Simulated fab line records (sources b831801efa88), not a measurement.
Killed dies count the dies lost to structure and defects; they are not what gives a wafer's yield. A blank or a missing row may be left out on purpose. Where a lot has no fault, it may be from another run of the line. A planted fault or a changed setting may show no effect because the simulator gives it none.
fab line records -- flow sfq_line
record: lots: 14, wafers: 42, last_day: 92
route steps=325 shown M6@261 I6@269 M7@282 I7@299
lots with no fault: from the same line, run without faults
start_h: hours from the record's opening day to when the first of the lot's shown wafers began -- wait_h: hours from the lot's prior step to this one -- " repeats the value in the row above -- L1.1+2: several wafers, shown together as one row -- - either no value or no given start -- * or withheld: withheld -- < > ~ a bound
route shown NAME@n: NAME is a module with steps in the file, n the number in the route of the first one -- usual: average and standard deviation across the fault-free wafers -- same: alike in all rows -- chamber/n: place in a boat -- sites: per-site readings -- _std_site: their standard deviation -- _edge_site: the outer-site mean with the inner-site mean subtracted -- radius_mm: how far each site lies from the wafer's centre -- mask NAME#n: copy n -- behind: tool/chamber where the wafer was last shaped -- hold: cause of the lot's hold/its duration in hours/its outcome -- device: names the non-switching transistor (n, p or np) -- end of line: at the end of the route, the tests of the same wafers -- a step without rows: its recipe alone -- killed: at the first sort, the dies lost to defects and structure; wafer yield is something else -- map: shows each die of a wafer: x if killed, . if not, _ if none is there
set.NAME: the run value of the setting; set.NAME@STEP: its run value at that earlier step -- model.NAME: the simulator's own value behind a step, which no gauge read
one table for each step of the route and one row for each wafer, over a sample of lots
services: the hour from which a tool's chamber was out of use, counted from the record's first day as start_h (under 0 if before that day), plus the number of hours and why
== steps ==
step: SFQ_M6_OVL_MEAS_940
usual: M6_OVL: -1/4.8
lot.wafer,tool,chamber,start_h,wait_h,M6_OVL[nm]
L104.1,overlay-01,-,1833.68,0.1,-5
L104.3,overlay-01,-,1833.68,0.1,-5
L104.5,overlay-01,-,1833.68,0.1,-9
L105.3,overlay-01,-,1836.10,0.1,-3
L105.4,overlay-01,-,1836.10,0.1,-3
L105.6,overlay-01,-,1836.10,0.1,1
L108.2,overlay-01,-,1842.09,0.1,-3
L108.3,overlay-01,-,1842.09,0.1,-6
L108.4,overlay-01,-,1842.09,0.1,0
L109.2,overlay-01,-,1845.69,0.1,-3
L109.3,overlay-01,-,1845.69,0.1,-1
L109.4,overlay-01,-,1845.69,0.1,-7
L110.4,overlay-01,-,1846.90,0.1,8
L110.5,overlay-01,-,1846.90,0.1,-1
L110.6,overlay-01,-,1846.90,0.1,12
L112.3,overlay-01,-,1852.90,0.1,2
L112.5,overlay-01,-,1852.90,0.1,-6
L112.6,overlay-01,-,1852.90,0.1,-7
L113.1,overlay-01,-,1854.08,0.1,-1
L113.2,overlay-01,-,1854.08,0.1,-1
L113.3,overlay-01,-,1854.08,0.1,-5
L116.3,overlay-01,-,1863.70,0.1,-7
L116.4,overlay-01,-,1863.70,0.1,0
L116.6,overlay-01,-,1863.70,0.1,-4
L117.2,overlay-01,-,1869.36,0.1,8
L117.3,overlay-01,-,1869.36,0.1,8
L117.5,overlay-01,-,1869.36,0.1,4
L119.2,overlay-01,-,1878.96,0.1,-9
L119.3,overlay-01,-,1878.96,0.1,-9
L119.4,overlay-01,-,1878.96,0.1,-9
L121.2,overlay-01,-,1895.76,0.1,-4
L121.5,overlay-01,-,1895.76,0.1,-7
L121.6,overlay-01,-,1895.76,0.1,-1
L123.1,overlay-01,-,1902.96,0.1,2
L123.5,overlay-01,-,1902.96,0.1,6
L123.6,overlay-01,-,1902.96,0.1,5
L125.2,overlay-02,-,1912.56,0.1,-2
L125.4,overlay-02,-,1912.56,0.1,-7
L125.6,overlay-02,-,1912.56,0.1,2
L126.1,overlay-01,-,1917.36,0.1,0
L126.2,overlay-01,-,1917.36,0.1,0
L126.6,overlay-01,-,1917.36,0.1,1
step: SFQ_TRILAYER_I6_METRO_MEASURE_167
usual: thk_nm: 200.1/1.1
lot.wafer,tool,chamber,start_h,wait_h,thk_nm
L104.1,film_metro-02,-,1840.48,0.1,200.3
L104.3,film_metro-02,-,1840.48,0.1,199.4
L104.5,film_metro-02,-,1840.48,0.1,199.7
L105.3,film_metro-01,-,1842.66,0.5,201.9
L105.4,film_metro-01,-,1842.66,0.5,200.4
L105.6,film_metro-01,-,1842.66,0.5,200.0
L108.2,film_metro-01,-,1848.69,0.3,201.3
L108.3,film_metro-01,-,1848.69,0.3,202.8
L108.4,film_metro-01,-,1848.69,0.3,200.8
L109.2,film_metro-03,-,1851.69,0.3,197.7
L109.3,film_metro-03,-,1851.69,0.3,201.0
L109.4,film_metro-03,-,1851.69,0.3,200.4
L110.4,film_metro-02,-,1853.08,0.6,201.3
L110.5,film_metro-02,-,1853.08,0.6,198.4
L110.6,film_metro-02,-,1853.08,0.6,199.4
L112.3,film_metro-01,-,1860.89,0.5,201.7
L112.5,film_metro-01,-,1860.89,0.5,202.4
L112.6,film_metro-01,-,1860.89,0.5,200.0
L113.1,film_metro-02,-,1861.48,0.1,197.9
L113.2,film_metro-02,-,1861.48,0.1,199.8
L113.3,film_metro-02,-,1861.48,0.1,197.6
L116.3,film_metro-03,-,1871.32,0.5,199.4
L116.4,film_metro-03,-,1871.32,0.5,199.5
L116.6,film_metro-03,-,1871.32,0.5,198.8
L117.2,film_metro-03,-,1873.75,0.3,199.7
L117.3,film_metro-03,-,1873.75,0.3,201.6
L117.5,film_metro-03,-,1873.75,0.3,200.6
L119.2,film_metro-01,-,1883.35,0.3,200.9
L119.3,film_metro-01,-,1883.35,0.3,198.9
L119.4,film_metro-01,-,1883.35,0.3,199.8
L121.2,film_metro-02,-,1900.94,0.3,200.1
L121.5,film_metro-02,-,1900.94,0.3,200.1
L121.6,film_metro-02,-,1900.94,0.3,199.9
L123.1,film_metro-03,-,1907.94,0.1,200.9
L123.5,film_metro-03,-,1907.94,0.1,199.4
L123.6,film_metro-03,-,1907.94,0.1,201.7
L125.2,film_metro-03,-,1917.55,0.3,200.2
L125.4,film_metro-03,-,1917.55,0.3,201.8
L125.6,film_metro-03,-,1917.55,0.3,199.9
L126.1,film_metro-02,-,1923.28,0.1,199.8
L126.2,film_metro-02,-,1923.28,0.1,200.3
L126.6,film_metro-02,-,1923.28,0.1,198.9
step: SFQ_TRILAYER_M7_DEP_SPUTTER_175
recipe: material: Nb, base_pressure_pa: 1.33e-06, chamber_pressure_pa: 0.1333, substrate_temp_c: 20, target_thk_nm: 200, power_w: 2000, time_s: 133.3
usual: base_pressure_pa: 1.33e-06/8.5e-08, cathode_dc_power_W: 2000.0/0.39, throttle_valve_pct: 30.0/0.88
lot.wafer,tool,chamber,start_h,wait_h,base_pressure_pa,cathode_dc_power_W,throttle_valve_pct
L104.1,pvd_sputter-03,-,1854.75,0.0,1.43e-06,2000.4,31.7
L104.3,pvd_sputter-03,-,1854.75,0.0,1.33e-06,1999.6,29.2
L104.5,pvd_sputter-03,-,1854.75,0.0,1.26e-06,2000.6,30.2
L105.3,pvd_sputter-04,-,1857.15,0.0,1.36e-06,2000.0,30.4
L105.4,pvd_sputter-04,-,1857.15,0.0,1.28e-06,1999.8,29.6
L105.6,pvd_sputter-04,-,1857.15,0.0,1.45e-06,1999.8,31.8
L108.2,pvd_sputter-03,-,1861.95,0.0,1.29e-06,2001.4,31.4
L108.3,pvd_sputter-03,-,1861.95,0.0,1.29e-06,1999.5,30.9
L108.4,pvd_sputter-03,-,1861.95,0.0,1.38e-06,1999.8,29.4
L109.2,pvd_sputter-04,-,1864.35,0.0,-,-,-
L109.3,pvd_sputter-04,-,1864.35,0.0,-,-,-
L109.4,pvd_sputter-04,-,1864.35,0.0,-,-,-
L110.4,pvd_sputter-05,-,1944.00,0.0,-,-,-
L110.5,pvd_sputter-05,-,1944.00,0.0,-,-,-
L110.6,pvd_sputter-05,-,1944.00,0.0,-,-,-
L112.3,pvd_sputter-05,-,1954.80,0.0,1.33e-06,1999.6,29.3
L112.5,pvd_sputter-05,-,1954.80,0.0,1.44e-06,2000.5,29.6
L112.6,pvd_sputter-05,-,1954.80,0.0,1.37e-06,1999.9,29.2
L113.1,pvd_sputter-03,-,1957.20,0.0,1.25e-06,2000.3,31.0
L113.2,pvd_sputter-03,-,1957.20,0.0,1.32e-06,1999.8,29.4
L113.3,pvd_sputter-03,-,1957.20,0.0,1.28e-06,1999.6,30.1
L116.3,pvd_sputter-05,-,1969.20,0.0,1.3e-06,2000.2,29.7
L116.4,pvd_sputter-05,-,1969.20,0.0,1.38e-06,1999.9,29.4
L116.6,pvd_sputter-05,-,1969.20,0.0,1.41e-06,2000.7,29.0
L117.2,pvd_sputter-04,-,1974.00,0.0,1.15e-06,2000.1,29.1
L117.3,pvd_sputter-04,-,1974.00,0.0,1.45e-06,2000.0,29.4
L117.5,pvd_sputter-04,-,1974.00,0.0,1.31e-06,1999.4,30.4
L119.2,pvd_sputter-04,-,1987.20,0.0,1.27e-06,2000.5,31.8
L119.3,pvd_sputter-04,-,1987.20,0.0,1.3e-06,1999.6,30.4
L119.4,pvd_sputter-04,-,1987.20,0.0,1.26e-06,2000.2,29.3
L121.2,pvd_sputter-05,-,2002.80,0.0,1.33e-06,1999.6,29.2
L121.5,pvd_sputter-05,-,2002.80,0.0,1.19e-06,1999.7,29.8
L121.6,pvd_sputter-05,-,2002.80,0.0,1.38e-06,1999.7,29.3
L123.1,pvd_sputter-04,-,2010.60,0.0,1.4e-06,1999.9,29.2
L123.5,pvd_sputter-04,-,2010.60,0.0,1.32e-06,2000.5,30.5
L123.6,pvd_sputter-04,-,2010.60,0.0,1.39e-06,2000.2,29.3
L125.2,pvd_sputter-05,-,2017.20,0.0,1.28e-06,2001.1,29.1
L125.4,pvd_sputter-05,-,2017.20,0.0,1.36e-06,2000.1,29.6
L125.6,pvd_sputter-05,-,2017.20,0.0,1.31e-06,2000.3,29.2
L126.1,pvd_sputter-03,-,2022.00,0.0,1.28e-06,2000.0,30.7
L126.2,pvd_sputter-03,-,2022.00,0.0,1.37e-06,2000.2,29.5
L126.6,pvd_sputter-03,-,2022.00,0.0,1.37e-06,1999.7,29.9
step: SFQ_M7_RS_MEAS_943
recipe: thk_meas_gauge: four-point-probe, reads: Nb_of_TRILAYER_M7_DEP_SPUTTER_175
usual: M7_NB_RS: 0.892/0.012
lot.wafer,tool,chamber,start_h,wait_h,M7_NB_RS[ohm/sq]
L104.1,film_metro-04,-,1854.84,0.0,0.880
L104.3,film_metro-04,-,1854.84,0.0,0.882
L104.5,film_metro-04,-,1854.84,0.0,0.880
L105.3,film_metro-03,-,1857.28,0.1,0.872
L105.4,film_metro-03,-,1857.28,0.1,0.854
L105.6,film_metro-03,-,1857.28,0.1,0.868
L108.2,film_metro-03,-,1862.06,0.1,0.899
L108.3,film_metro-03,-,1862.06,0.1,0.895
L108.4,film_metro-03,-,1862.06,0.1,0.898
L109.2,film_metro-04,-,1864.46,0.1,-
L109.3,film_metro-04,-,1864.46,0.1,-
L109.4,film_metro-04,-,1864.46,0.1,-
L110.4,film_metro-01,-,1944.15,0.1,-
L110.5,film_metro-01,-,1944.15,0.1,-
L110.6,film_metro-01,-,1944.15,0.1,-
L112.3,film_metro-01,-,1954.93,0.1,0.882
L112.5,film_metro-01,-,1954.93,0.1,0.889
L112.6,film_metro-01,-,1954.93,0.1,0.882
L113.1,film_metro-03,-,1957.29,0.0,0.893
L113.2,film_metro-03,-,1957.29,0.0,0.897
L113.3,film_metro-03,-,1957.29,0.0,0.894
L116.3,film_metro-03,-,1969.33,0.1,0.893
L116.4,film_metro-03,-,1969.33,0.1,0.892
L116.6,film_metro-03,-,1969.33,0.1,0.891
L117.2,film_metro-04,-,1974.11,0.1,0.871
L117.3,film_metro-04,-,1974.11,0.1,0.878
L117.5,film_metro-04,-,1974.11,0.1,0.890
L119.2,film_metro-01,-,1987.31,0.1,0.890
L119.3,film_metro-01,-,1987.31,0.1,0.891
L119.4,film_metro-01,-,1987.31,0.1,0.878
L121.2,film_metro-03,-,2002.91,0.1,0.901
L121.5,film_metro-03,-,2002.91,0.1,0.892
L121.6,film_metro-03,-,2002.91,0.1,0.909
L123.1,film_metro-03,-,2010.69,0.0,0.874
L123.5,film_metro-03,-,2010.69,0.0,0.885
L123.6,film_metro-03,-,2010.69,0.0,0.886
L125.2,film_metro-01,-,2017.31,0.1,0.893
L125.4,film_metro-01,-,2017.31,0.1,0.898
L125.6,film_metro-01,-,2017.31,0.1,0.898
L126.1,film_metro-01,-,2022.09,0.0,0.885
L126.2,film_metro-01,-,2022.09,0.0,0.891
L126.6,film_metro-01,-,2022.09,0.0,0.890
step: SFQ_TRILAYER_M7_ETCH_METAL_ETCH_180
recipe: target: Nb, stop_on: SiO2, mask_material: PR, chemistry: Cl2/Ar, target_depth_nm: 240, icp_w: 600, bias_w: 80, pressure_mtorr: 10, time_s: 120
usual: drypump_motor_current_A: 5.3/0.38, oes_product_au: 0.894/0.0077
lot.wafer,tool,chamber,start_h,wait_h,drypump_motor_current_A,oes_product_au,rf_hours_counter_h
L104.1,rie_metal-04,1,1944.30,0.0,5.3,0.902,89
L104.3,rie_metal-04,0,1944.30,0.0,5.1,0.898,-
L104.5,rie_metal-04,1,1944.30,0.0,5.3,0.899,-
L105.3,rie_metal-04,0,1946.74,0.1,5.0,0.911,-
L105.4,rie_metal-04,1,1946.74,0.1,5.3,0.912,-
L105.6,rie_metal-04,0,1946.74,0.1,5.1,0.903,-
L108.2,rie_metal-04,0,1955.10,0.0,5.0,0.897,133
L108.3,rie_metal-04,0,1955.10,0.0,5.1,0.897,-
L108.4,rie_metal-04,1,1955.10,0.0,5.3,0.891,-
L109.2,rie_metal-01,1,1957.50,0.0,5.4,0.377,38
L109.3,rie_metal-01,0,1957.50,0.0,5.8,0.375,-
L109.4,rie_metal-01,1,1957.50,0.0,5.4,0.369,-
L110.4,rie_metal-01,1,2042.79,0.1,5.4,0.379,-
L110.5,rie_metal-01,1,2042.79,0.1,5.4,0.384,-
L110.6,rie_metal-01,0,2042.79,0.1,5.9,0.374,-
L112.3,rie_metal-01,0,2051.19,0.1,5.9,0.894,-
L112.5,rie_metal-01,1,2051.19,0.1,5.4,0.895,-
L112.6,rie_metal-01,0,2051.19,0.1,5.8,0.910,-
L113.1,rie_metal-02,0,2053.55,0.0,5.7,0.899,104
L113.2,rie_metal-02,1,2053.55,0.0,4.7,0.888,108
L113.3,rie_metal-02,0,2053.55,0.0,5.7,0.898,-
L116.3,rie_metal-02,0,2066.79,0.1,5.7,0.898,-
L116.4,rie_metal-02,1,2066.79,0.1,4.7,0.885,-
L116.6,rie_metal-02,1,2066.79,0.1,4.7,0.897,-
L117.2,rie_metal-02,1,2070.35,0.0,4.7,0.902,109
L117.3,rie_metal-02,0,2070.35,0.0,5.6,0.900,-
L117.5,rie_metal-02,0,2070.35,0.0,5.7,0.896,-
L119.2,rie_metal-02,0,2081.15,0.0,5.7,0.894,107
L119.3,rie_metal-02,0,2081.15,0.0,5.7,0.903,-
L119.4,rie_metal-02,1,2081.15,0.0,4.7,0.895,-
L121.2,rie_metal-02,0,2088.35,0.0,5.7,0.889,108
L121.5,rie_metal-02,1,2088.35,0.0,4.7,0.899,-
L121.6,rie_metal-02,0,2088.35,0.0,5.7,0.884,-
L123.1,rie_metal-01,1,2099.21,0.1,5.4,0.906,60
L123.5,rie_metal-01,1,2099.21,0.1,5.4,0.897,-
L123.6,rie_metal-01,1,2099.21,0.1,5.4,0.900,-
L125.2,rie_metal-02,1,2107.67,0.0,4.7,0.895,115
L125.4,rie_metal-02,0,2107.67,0.0,5.7,0.892,-
L125.6,rie_metal-02,0,2107.67,0.0,5.7,0.889,-
L126.1,rie_metal-01,0,2111.27,0.0,5.9,0.893,37
L126.2,rie_metal-01,1,2111.27,0.0,5.4,0.891,62
L126.6,rie_metal-01,0,2111.27,0.0,5.9,0.888,-
step: SFQ_TRILAYER_I7_METRO_MEASURE_185
usual: thk_nm: 200.2/1.1
lot.wafer,tool,chamber,start_h,wait_h,thk_nm
L104.1,film_metro-04,-,1948.40,0.1,201.0
L104.3,film_metro-04,-,1948.40,0.1,201.7
L104.5,film_metro-04,-,1948.40,0.1,200.9
L105.3,film_metro-02,-,1951.80,0.5,199.5
L105.4,film_metro-02,-,1951.80,0.5,199.8
L105.6,film_metro-02,-,1951.80,0.5,198.6
L108.2,film_metro-04,-,1959.61,0.3,199.4
L108.3,film_metro-04,-,1959.61,0.3,200.8
L108.4,film_metro-04,-,1959.61,0.3,199.6
L109.2,film_metro-04,-,1962.61,0.3,199.5
L109.3,film_metro-04,-,1962.61,0.3,201.4
L109.4,film_metro-04,-,1962.61,0.3,200.1
L110.4,film_metro-04,-,2053.72,0.6,200.0
L110.5,film_metro-04,-,2053.72,0.6,200.8
L110.6,film_metro-04,-,2053.72,0.6,199.9
L112.3,film_metro-01,-,2057.93,0.5,201.1
L112.5,film_metro-01,-,2057.93,0.5,201.0
L112.6,film_metro-01,-,2057.93,0.5,199.9
L113.1,film_metro-04,-,2059.12,0.1,199.4
L113.2,film_metro-04,-,2059.12,0.1,199.2
L113.3,film_metro-04,-,2059.12,0.1,200.3
L116.3,film_metro-01,-,2071.25,0.5,201.4
L116.4,film_metro-01,-,2071.25,0.5,200.5
L116.6,film_metro-01,-,2071.25,0.5,201.3
L117.2,film_metro-02,-,2074.65,0.3,201.1
L117.3,film_metro-02,-,2074.65,0.3,200.9
L117.5,film_metro-02,-,2074.65,0.3,201.8
L119.2,film_metro-01,-,2085.45,0.3,200.5
L119.3,film_metro-01,-,2085.45,0.3,202.3
L119.4,film_metro-01,-,2085.45,0.3,200.0
L121.2,film_metro-01,-,2092.65,0.3,202.7
L121.5,film_metro-01,-,2092.65,0.3,200.6
L121.6,film_metro-01,-,2092.65,0.3,201.9
L123.1,film_metro-02,-,2104.21,0.1,198.1
L123.5,film_metro-02,-,2104.21,0.1,199.2
L123.6,film_metro-02,-,2104.21,0.1,201.4
L125.2,film_metro-02,-,2112.59,0.3,200.6
L125.4,film_metro-02,-,2112.59,0.3,198.5
L125.6,film_metro-02,-,2112.59,0.3,198.8
L126.1,film_metro-04,-,2118.39,0.1,199.1
L126.2,film_metro-04,-,2118.39,0.1,201.2
L126.6,film_metro-04,-,2118.39,0.1,200.4
== services ==
tool,chamber,start_h,hours,kind
rie_metal-02,-,1824.95,0.3,repair
film_metro-04,-,1847.60,1.0,pm
film_metro-02,-,1869.58,17.8,repair
film_metro-01,-,1877.00,0.3,pm
film_metro-01,-,1877.32,2.8,pm
film_metro-04,-,1889.54,0.3,pm
rie_metal-02,1,1897.77,7.3,repair
rie_metal-02,-,1922.34,28.1,pm
film_metro-04,-,1929.57,6.9,repair
film_metro-04,-,1939.03,3.3,pm
film_metro-02,-,1948.92,1.8,pm
film_metro-02,-,1950.85,0.3,pm
film_metro-01,-,1974.56,1.7,pm
film_metro-02,-,1977.43,0.7,pm
film_metro-01,-,1984.36,0.7,pm
film_metro-02,-,1985.87,5.2,pm
film_metro-04,-,2008.16,0.1,pm
rie_metal-02,-,2012.62,0.6,repair
film_metro-02,-,2016.97,1.0,pm
rie_metal-02,-,2017.25,2.8,pm
film_metro-04,-,2092.60,0.4,pm
film_metro-01,-,2110.25,0.6,pm
film_metro-01,-,2111.94,0.5,pm
film_metro-01,-,2115.50,0.1,pm
== key ==
first_sign: step: SFQ_TRILAYER_M7_DEP_SPUTTER_175, reading: tool_record, direction: missing
effect: step: SFQ_M7_RS_MEAS_943, reading: M7_NB_RS, direction: missing
effect: step: SFQ_TRILAYER_M7_ETCH_METAL_ETCH_180, reading: oes_product_au, direction: down, sigmas: 67, usual: 0.894, struck: 0.376
met_at SFQ_TRILAYER_M7_DEP_SPUTTER_175
struck_lots L109,L110
not_acting_at SFQ_M6_OVL_MEAS_940,SFQ_TRILAYER_I6_METRO_MEASURE_167,SFQ_TRILAYER_I7_METRO_MEASURE_185
onset_between 1857.15 1864.35
fault: kind: skipped_step_whole, tool: pvd_sputter-04,pvd_sputter-05, chamber: -, onset_h: 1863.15, steps: SFQ_TRILAYER_M7_DEP_SPUTTER_175, scope: struck_lots_only
